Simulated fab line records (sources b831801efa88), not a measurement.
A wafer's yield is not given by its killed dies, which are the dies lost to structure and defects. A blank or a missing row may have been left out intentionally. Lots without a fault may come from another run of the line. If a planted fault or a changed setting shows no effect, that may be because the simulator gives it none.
Which tool was responsible?	flow sky130	24 lots with 72 wafers sampled at 4 steps, on a route of 708 steps

## WHAT THE GAUGES SHOWED, per wafer
SKY_VIA1_BOW_MEAS_03.
lot	measured	on	VIA1_BOW (um)
L075	day 34 05:19	film metro-01	77 69 80
L074	day 34 07:19	film metro-03	76 82 71
L076	day 34 09:22	film metro-04	70 80 89
L077	day 34 11:01	film metro-01	84 82 69
L078	day 34 20:31	film metro-04	84 80 73
L079	day 35 06:08	film metro-01	76 72 81
L080	day 35 14:10	film metro-04	80 70 77
L081	day 35 17:17	film metro-04	79 61 77
L082	day 35 17:36	film metro-01	91 71 77
L083	day 36 03:57	film metro-04	81 72 89
L084	day 36 15:17	film metro-03	86 80 86
L085	day 36 20:26	film metro-04	68 72 73
L086	day 37 00:37	film metro-01	65 72 78
L087	day 37 04:41	film metro-04	80 71 73
L088	day 37 17:31	film metro-03	88 85 96
L089	day 37 18:43	film metro-01	79 74 83
L090	day 38 00:10	film metro-01	89 93 83
L091	day 38 06:18	film metro-03	71 79 74
L092	day 38 18:02	film metro-01	90 87 81
L093	day 39 00:37	film metro-03	76 76 78
L094	day 39 11:57	film metro-01	87 68 87
L095	day 39 21:36	film metro-01	95 100 83
L097	day 39 23:40	film metro-03	94 76 80
L096	day 40 03:43	film metro-03	78 82 85

SKY_VIA1_THK_MEAS_23: measures by xrf.
lot	measured	on	VIA1_W_THK (nm)
L075	day 35 08:52	film metro-03	274 276 275
L074	day 35 10:32	film metro-01	270 271 275
L076	day 35 13:22	film metro-03	273 274 272
L077	day 35 15:10	film metro-04	272 281 271
L078	day 36 00:14	film metro-01	268 260 264
L079	day 36 09:57	film metro-01	277 273 271
L080	day 36 18:22	film metro-03	287 269 283
L081	day 36 20:49	film metro-03	271 278 271
L082	day 36 21:13	film metro-03	269 274 280
L083	day 37 07:14	film metro-04	276 277 277
L084	day 37 19:16	film metro-03	281 269 281
L085	day 38 00:39	film metro-01	277 271 275
L086	day 38 04:05	film metro-04	275 286 274
L087	day 38 08:11	film metro-04	275 269 272
L088	day 38 19:43	film metro-04	272 274 274
L089	day 38 21:52	film metro-04	273 276 269
L090	day 39 02:06	film metro-01	277 278 279
L091	day 39 08:15	film metro-03	271 284 268
L092	day 39 19:28	film metro-04	290 275 272
L093	day 40 03:34	film metro-03	277 276 278
L094	day 40 14:09	film metro-01	278 277 278
L095	day 40 23:34	film metro-01	280 271 284
L097	day 41 01:16	film metro-01	263 269 280
L096	day 41 05:26	film metro-04	274 275 270

SKY_CAP2M_OVL_MEAS_12.
lot	measured	on	CAP2M_OVL (nm)
L075	day 41 23:28	overlay-02	1.4 0.0 -0.1
L074	day 42 01:19	overlay-01	0.9 -1.3 0.3
L076	day 42 05:13	overlay-01	-2.6 -2.9 -2.4
L077	day 42 07:11	overlay-02	-1.9 -0.5 -1.5
L078	day 42 14:01	overlay-02	0.4 0.9 1.2
L079	day 42 21:37	overlay-01	-1.7 -2.7 -4.4
L080	day 43 08:20	overlay-01	-2.2 -0.8 0.8
L081	day 43 11:05	overlay-01	-1.1 -2.0 -2.6
L082	day 43 10:47	overlay-02	0.8 -0.5 0.7
L083	day 43 19:25	overlay-01	-1.9 -1.8 -2.4
L084	day 44 05:19	overlay-02	0.3 0.0 -1.7
L085	day 44 10:16	overlay-01	-0.6 0.7 -0.9
L086	day 44 13:15	overlay-01	-1.3 -0.8 -1.1
L087	day 44 15:25	overlay-02	-2.1 -0.4 -1.8
L088	day 45 01:31	overlay-02	-1.1 -1.6 -2.3
L089	day 45 04:00	overlay-01	-4.3 -2.5 -3.1
L090	day 45 09:04	overlay-01	-1.3 -2.9 -1.9
L091	day 45 13:34	overlay-01	-1.0 -0.1 -1.7
L092	day 45 20:56	overlay-01	-0.2 -2.3 -1.3
L093	day 46 06:11	overlay-01	-2.2 -3.5 -2.4
L094	day 46 13:30	overlay-01	-2.8 -2.2 -3.0
L095	day 46 19:05	overlay-01	-0.3 -2.2 -1.3
L097	day 47 00:02	overlay-01	-0.4 -2.6 -3.4
L096	day 47 05:07	overlay-01	-1.3 -0.3 -0.9

## WHAT TOOL EACH LOT RAN ON (gives the tool, then ch and the chambers of the sampled wafers, and finally the start)
lot	SKY_LI_CONTACT_SPUTTER_20
L075	pvd sputter-02, day 30 14:12
L074	pvd sputter-03, day 30 16:18
L076	pvd sputter-02, day 30 16:24
L077	pvd sputter-01, day 30 18:19
L078	pvd sputter-03, day 31 04:26
L079	pvd sputter-02, day 31 16:36
L080	pvd sputter-03, day 31 22:46
L081	pvd sputter-01, day 32 01:21
L082	pvd sputter-02, day 32 02:05
L083	pvd sputter-02, day 32 12:18
L084	pvd sputter-02, day 33 01:45
L085	pvd sputter-01, day 33 05:45
L086	pvd sputter-02, day 33 11:00
L087	pvd sputter-01, day 33 15:36
L088	pvd sputter-03, day 34 02:55
L089	pvd sputter-03, day 34 04:36
L090	pvd sputter-02, day 34 09:40
L091	pvd sputter-01, day 34 17:24
L092	pvd sputter-01, day 35 05:36
L093	pvd sputter-01, day 35 12:33
L094	pvd sputter-02, day 36 00:48
L095	pvd sputter-02, day 36 10:15
L097	pvd sputter-02, day 36 13:10
L096	pvd sputter-03, day 36 17:13
- SKY_LI_CONTACT_SPUTTER_20: material TiN, target thk 20 nm, time 80 s.

## AS READ BY THE TOOLS THEMSELVES (means over the sampled wafers that have a number; for cases with no such wafer, the mark the record gives instead)
SKY_LI_CONTACT_SPUTTER_20.
lot	tool	throttle valve pct (%)
L075	pvd sputter-02	30.1
L074	pvd sputter-03	31.1
L076	pvd sputter-02	29.6
L077	pvd sputter-01	30.8
L078	pvd sputter-03	31.0
L079	pvd sputter-02	30.7
L080	pvd sputter-03	30.2
L081	pvd sputter-01	30.2
L082	pvd sputter-02	30.3
L083	pvd sputter-02	30.5
L084	pvd sputter-02	29.5
L085	pvd sputter-01	30.2
L086	pvd sputter-02	30.2
L087	pvd sputter-01	29.7
L088	pvd sputter-03	30.2
L089	pvd sputter-03	30.8
L090	pvd sputter-02	30.1
L091	pvd sputter-01	30.0
L092	pvd sputter-01	29.8
L093	pvd sputter-01	29.9
L094	pvd sputter-02	29.6
L095	pvd sputter-02	29.6
L097	pvd sputter-02	30.3
L096	pvd sputter-03	31.2

## THE ANSWER, worked out from the rows above alone
Rule: the lots themselves supply what counts as usual. Put in order of their means at a reading, lots are off if they are a third of the lots or fewer, leave a main group of 4 or more, and stand apart from it by a gap of 3 or more times the standard deviation of the main group's means; of several such gaps the widest counts. The tables above print the reading to a certain number of digits; a main group whose means all agree to those digits is not used. Also off: a lot with no number at a reading for which 4 or more lots have one. Any other lot the step has rows for is counted as sound. The gauges are gone through in route order, then the tools' own readings, and for those a lot's mean is taken as printed above. At the first step where some lot is off, the reading lying furthest off is the one used; lots without a number count as furthest.
No lot is off on any of the readings shown, so nothing can be concluded from this.

## WHAT THE SIMULATOR PUT IN
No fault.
